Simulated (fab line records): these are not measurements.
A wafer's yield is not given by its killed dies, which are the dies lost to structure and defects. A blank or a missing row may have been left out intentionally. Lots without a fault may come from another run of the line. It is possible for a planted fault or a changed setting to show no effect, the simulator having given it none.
A lot that was struck, set against a sound lot	flow sky130	23 out of 708 route steps
Sound: these wafers, L795.1, L795.2, L795.4. Wafers struck: L812.2, L812.3, L812.4. The cause is named last.
For every step that has rows: the tool of each side, followed by ch and its chambers, followed by its first start. Under that, the readings that differ: sound wafers	struck wafers	difference of the means	sigmas: that difference in standard deviations of wafers without a fault.
alike: readings with means less than 2 such deviations apart, plus words and numbers identical on both sides. not compared: withheld readings, readings lacking a value on some wafer, bounds such as >300 that could conceal the same value, and numbers that have no deviation in the record and whose values overlap.
Wherever a step has rows on one side only, a row that says differs or no value, or a row with sigmas, the two part there. Numbers that have no deviation but don't overlap get no sigmas and don't part them. Lack of a reading on every wafer of one side parts them only where that side has two or more wafers.

first, 4 steps without rows for these wafers: SKY_LDD_HVP_SOFTBAKE_03 (time 60 s); SKY_LDD_HVP_EXPOSE_04 (exposes mask HVPTM, target cd 700 nm); SKY_LDD_HVP_PEB_05; SKY_LDD_HVP_DEVELOP_06 (develop time 60 s).
SKY_LDD_HVP_OVL_MEAS_07:
  sound: overlay-02 at day 21 20:41; struck: overlay-01 at day 28 01:32
  alike: LDD_HVP_OVL
after that, 1 step had no rows for these wafers: SKY_LDD_HVP_IMPLANT_08.
SKY_LDD_HVP_STRIP_09: strips in O2/N2.
  sound on plasma-asher-02 ch 0,1, day 21 20:52; struck on plasma-asher-04 ch 0,1, day 28 01:43
  alike: drypump-motor-current-A, n2-flow-sccm, oes-product-au, strip-time-to-endpoint-s
  not compared: rf-hours-counter-h
SKY_LDD_HVP_TW_MEAS_10:
  sound: film-metro-03 at day 21 20:58; struck: film-metro-01 at day 28 01:49
reading	sound	struck	difference	sigmas
LDD_HVP_TW	457.0 455.0 453.3	459.3 463.5 459.0	+5.5	+2
then, 4 steps without rows for these wafers: SKY_LDD_LDN_DEHYDRATE_00 (time 60 s); SKY_LDD_LDN_HMDS_01 (prime time 60 s); SKY_LDD_LDN_COAT_02 (resist thk 1140 nm); SKY_LDD_LDN_SOFTBAKE_03 (time 60 s).
SKY_LDD_LDN_EXPOSE_04: exposes mask LDNTM, target cd 700 nm.
  sound on iline-stepper-01 ch 0, day 22 12:46; struck on iline-stepper-01 ch 0, day 28 16:22
reading	sound	struck	difference	sigmas
mask	LDNTM#0 LDNTM#0 LDNTM#0	URPM#0 URPM#0 URPM#0	differs	
then, 2 steps without rows for these wafers: SKY_LDD_LDN_PEB_05; SKY_LDD_LDN_DEVELOP_06 (develop time 60 s).
SKY_LDD_LDN_OVL_MEAS_07:
  sound: overlay-01 at day 23 03:19; struck: overlay-02 at day 29 06:29
reading	sound	struck	difference	sigmas
LDD_LDN_OVL (nm)	1.5 -0.5 0.7	- - -	no value on the struck wafers	
then, 4 steps without rows for these wafers: SKY_LDD_LDN_IMPLANT_08; SKY_LDD_LDN_IMPLANT_09; SKY_LDD_LDN_IMPLANT_10; SKY_LDD_LDN_IMPLANT_11.
SKY_LDD_LDN_STRIP_12: strips in O2/N2.
  sound on plasma-asher-03 ch 0,1, day 23 03:58; struck on plasma-asher-03 ch 0,1, day 29 07:07
  alike: drypump-motor-current-A, n2-flow-sccm, oes-product-au, strip-time-to-endpoint-s
  not compared: rf-hours-counter-h
SKY_LDD_LDN_TW_MEAS_13:
  sound: film-metro-02 at day 23 04:04; struck: film-metro-01 at day 29 07:27
reading	sound	struck	difference	sigmas
LDD_LDN_TW	1485 1479 1484	30 30 30	-1453	-99 or more
  not compared: hold
after that, 1 step had no rows for these wafers: SKY_PAD_OPEN_PROBE_99.

WHERE THEY PART
At SKY_LDD_HVP_TW_MEAS_10 first; at SKY_LDD_LDN_TW_MEAS_13 last (within this record only).

WHY: what had been put in by the simulator
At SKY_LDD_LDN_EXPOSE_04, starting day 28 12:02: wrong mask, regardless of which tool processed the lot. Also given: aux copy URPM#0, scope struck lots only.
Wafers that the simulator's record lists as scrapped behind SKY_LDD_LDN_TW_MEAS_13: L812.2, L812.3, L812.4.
